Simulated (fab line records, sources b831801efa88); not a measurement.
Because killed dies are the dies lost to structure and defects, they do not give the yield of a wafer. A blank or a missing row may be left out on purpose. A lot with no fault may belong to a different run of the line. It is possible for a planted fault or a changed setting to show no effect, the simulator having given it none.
A struck lot beside a sound one ; flow sfq-line ; 42 out of 325 route steps
Sound: these wafers, L516.3, L516.5, L516.6. Struck: wafer L532.4. (L532.6 of the same lot was not struck and is left out.) The cause comes at the end.
Each step with rows lists, per side, the tool, then ch with its chambers, then its first start. Under that, the readings that differ: sound wafers ; struck wafers ; difference of the means ; sigmas: that difference in standard deviations of wafers without a fault.
alike: a reading whose means differ by less than 2 such deviations, as well as words and numbers matching on both sides. not compared: withheld readings; readings where some wafer has no value; bounds like >300 that might hide an equal value; numbers whose values overlap and for which the record gives no deviation.
Wherever a step has rows on one side only, a row that says differs or no value, or a row with sigmas, the two part there. When numbers do not overlap yet have no deviation, they are printed without sigmas and do not part them. A reading missing from all wafers of one side parts the sides only when that side holds two or more wafers.

first, 6 steps without rows for these wafers: SFQ_TRILAYER_I6_VIA_LITHO_COAT_174 (resist thk 62 nm); SFQ_TRILAYER_I6_VIA_LITHO_COAT_169 (resist thk 650 nm); SFQ_TRILAYER_I6_VIA_LITHO_SOFTBAKE_173; SFQ_TRILAYER_I6_VIA_LITHO_EXPOSE_170 (exposes mask I6, target cd 700 nm); SFQ_TRILAYER_I6_VIA_LITHO_PEB_172 (peb time 60 s); SFQ_TRILAYER_I6_VIA_LITHO_DEVELOP_171 (time 60 s).
SFQ_I6_OVL_MEAS_942:
  sound on overlay-02, day 69 12:14; struck on overlay-01, day 77 10:19
  alike: I6_OVL
then, 1 step without rows for these wafers: SFQ_TRILAYER_I6_VIA_BARC_OPEN_VIA_ETCH_235 (etches BARC in O2, target depth 125 nm, time 41.7 s).
SFQ_TRILAYER_I6_VIA_ETCH_VIA_ETCH_172: etches SiO2 in CHF3, stops on Nb, target depth 260 nm.
  sound on rie-diel-04 ch 1,2,3, day 69 12:19; struck on rie-diel-03 ch 2, day 77 10:25
  alike: drypump-motor-current-A, oes-product-au
SFQ_TRILAYER_I6_VIA_STRIP_STRIP_173: strips in O2.
  sound on rie-metal-03 ch 0, day 69 12:49; struck on rie-metal-03 ch 1, day 77 10:41
reading;sound;struck;difference;sigmas
oes-product-au (a.u.);1.017 1.010 1.014;0.993;-0.021;-2
platen-temp-c (C);40.01 39.97 39.87;40.18;+0.23;+2
  alike: drypump-motor-current-A
  not compared: rf-hours-counter-h
then, 2 steps without rows for these wafers: SFQ_TRILAYER_I6_VIA_STRIP_SOLV_CLEAN_174 (cleans in NMP, time 600 s); SFQ_TRILAYER_M7_DEP_PRE_CLEAN_176 (time 22.5 s).
SFQ_TRILAYER_M7_DEP_SPUTTER_175: material Nb, target thk 200 nm, time 133.3 s.
  sound on pvd-sputter-05, day 69 13:49; struck on pvd-sputter-04, day 77 11:17
reading;sound;struck;difference;sigmas
throttle-valve-pct (%);29.5 29.7 28.8;31.2;+1.9;+2
model.Nb_of_TRILAYER_M7_DEP_SPUTTER_175.thk-nm (nm);200.4 199.6 199.5;128.8;-71.0;
SFQ_M7_RS_MEAS_943: measurement is done with a four-point probe.
  sound on film-metro-03, day 69 13:57; struck on film-metro-03, day 77 11:26
reading;sound;struck;difference;sigmas
M7_NB_RS (ohm/sq);0.887 0.894 0.891;1.392;+0.501;+39
then, 6 steps without rows for these wafers: SFQ_TRILAYER_M7_LITHO_COAT_182 (resist thk 62 nm); SFQ_TRILAYER_M7_LITHO_COAT_177 (resist thk 600 nm); SFQ_TRILAYER_M7_LITHO_SOFTBAKE_181; SFQ_TRILAYER_M7_LITHO_EXPOSE_178 (exposes mask M7, target cd 500 nm); SFQ_TRILAYER_M7_LITHO_PEB_180 (peb time 60 s); SFQ_TRILAYER_M7_LITHO_DEVELOP_179 (time 60 s).
SFQ_M7_OVL_MEAS_945:
  sound on overlay-02, day 69 16:22; struck on overlay-01, day 78 13:19
  alike: M7_OVL
then, 1 step without rows for these wafers: SFQ_TRILAYER_M7_BARC_OPEN_METAL_ETCH_229 (etches BARC in O2, target depth 125 nm, time 41.7 s).
SFQ_TRILAYER_M7_ETCH_METAL_ETCH_180: etches Nb in Cl2/Ar, stops on SiO2, target depth 240 nm, time 120 s.
  sound on rie-metal-04 ch 0,1, day 69 16:29; struck on rie-metal-04 ch 1, day 78 13:26
reading;sound;struck;difference;sigmas
oes-product-au (a.u.);0.889 0.897 0.906;0.714;-0.183;-22
  alike: drypump-motor-current-A
  not compared: rf-hours-counter-h
SFQ_TRILAYER_M7_STRIP_STRIP_181: strips in O2.
  sound on rie-metal-04 ch 0,1, day 69 16:46; struck on rie-metal-04 ch 1, day 78 13:43
reading;sound;struck;difference;sigmas
platen-temp-c (C);40.18 40.04 39.91;39.71;-0.33;-3
  alike: drypump-motor-current-A, oes-product-au
  not compared: rf-hours-counter-h
then, 1 step without rows for these wafers: SFQ_TRILAYER_M7_STRIP_SOLV_CLEAN_182 (cleans in NMP, time 600 s).
SFQ_TRILAYER_I7_DEP_PECVD_183: deposits SiO2 from SiH4/N2O, time 111.11 s, target thk 500 nm.
  sound on pecvd-02 ch 1,2, day 69 17:20; struck on pecvd-03 ch 2, day 78 14:20
  alike: heater-power-outer-w, heater-power-w, throttle-valve-pct
then, 1 step without rows for these wafers: SFQ_TRILAYER_I7_CMP_CMP_184 (polishes SiO2).
SFQ_I7_BOW_MEAS_946:
  sound on film-metro-02, day 69 20:28; struck on film-metro-03, day 79 05:31
  alike: I7_BOW
then, 7 steps without rows for these wafers: SFQ_TRILAYER_I7_METRO_MEASURE_185; SFQ_TRILAYER_I7_VIA_LITHO_COAT_192 (resist thk 62 nm); SFQ_TRILAYER_I7_VIA_LITHO_COAT_187 (resist thk 650 nm); SFQ_TRILAYER_I7_VIA_LITHO_SOFTBAKE_191; SFQ_TRILAYER_I7_VIA_LITHO_EXPOSE_188 (exposes mask I7, target cd 1000 nm); SFQ_TRILAYER_I7_VIA_LITHO_PEB_190 (peb time 60 s); SFQ_TRILAYER_I7_VIA_LITHO_DEVELOP_189 (time 60 s).
-- the record jumps here: 3 days lie between the struck wafers' starts before and after --
SFQ_I7_OVL_MEAS_947:
  sound on overlay-02, day 74 05:55; struck on overlay-02, day 82 17:19
  alike: I7_OVL
SFQ_TRILAYER_I7_VIA_BARC_OPEN_VIA_ETCH_260: etches BARC in O2, target depth 125 nm, time 41.7 s.
  sound on rie-diel-04 ch 0,2,3, day 74 05:56; struck on rie-diel-03 ch 3, day 82 17:20
  alike: drypump-motor-current-A, oes-product-au
  not compared: rf-hours-counter-h
then, 4 steps without rows for these wafers: SFQ_TRILAYER_I7_VIA_ETCH_VIA_ETCH_190 (etches SiO2 in CHF3, stops on Nb, target depth 260 nm); SFQ_TRILAYER_I7_VIA_STRIP_STRIP_191 (strips in O2); SFQ_TRILAYER_I7_VIA_STRIP_SOLV_CLEAN_192 (cleans in NMP, time 600 s); SFQ_TRILAYER_M8_LITHO_LOR_COAT_197.
-- the record jumps here: 3 days lie between the struck wafers' starts before and after --
SFQ_M8_BOW_MEAS_951:
  sound on film-metro-04, day 77 08:28; struck on film-metro-01, day 85 19:34
reading;sound;struck;difference;sigmas
model.etest.m7.ohm-um;1.764 1.785 1.781;2.757;+0.980;
model.etest.i6.link-ohm;1.848 1.849 1.869;2.429;+0.574;
model.etest.m7.ohm-sq;0.8877 0.8913 0.8917;1.381;+0.491;
model.etest.i7.link-ohm;1.045 1.053 1.048;1.544;+0.495;
  alike: M8_BOW

## WHERE THEY PART
At SFQ_TRILAYER_I6_VIA_STRIP_STRIP_173 first; at SFQ_TRILAYER_M7_STRIP_STRIP_181 last (within this record only). Later steps at which nothing parts them and some readings are alike: SFQ_TRILAYER_I7_DEP_PECVD_183, SFQ_I7_BOW_MEAS_946, SFQ_I7_OVL_MEAS_947, SFQ_TRILAYER_I7_VIA_BARC_OPEN_VIA_ETCH_260, SFQ_M8_BOW_MEAS_951.

WHY: whatever the simulator had introduced
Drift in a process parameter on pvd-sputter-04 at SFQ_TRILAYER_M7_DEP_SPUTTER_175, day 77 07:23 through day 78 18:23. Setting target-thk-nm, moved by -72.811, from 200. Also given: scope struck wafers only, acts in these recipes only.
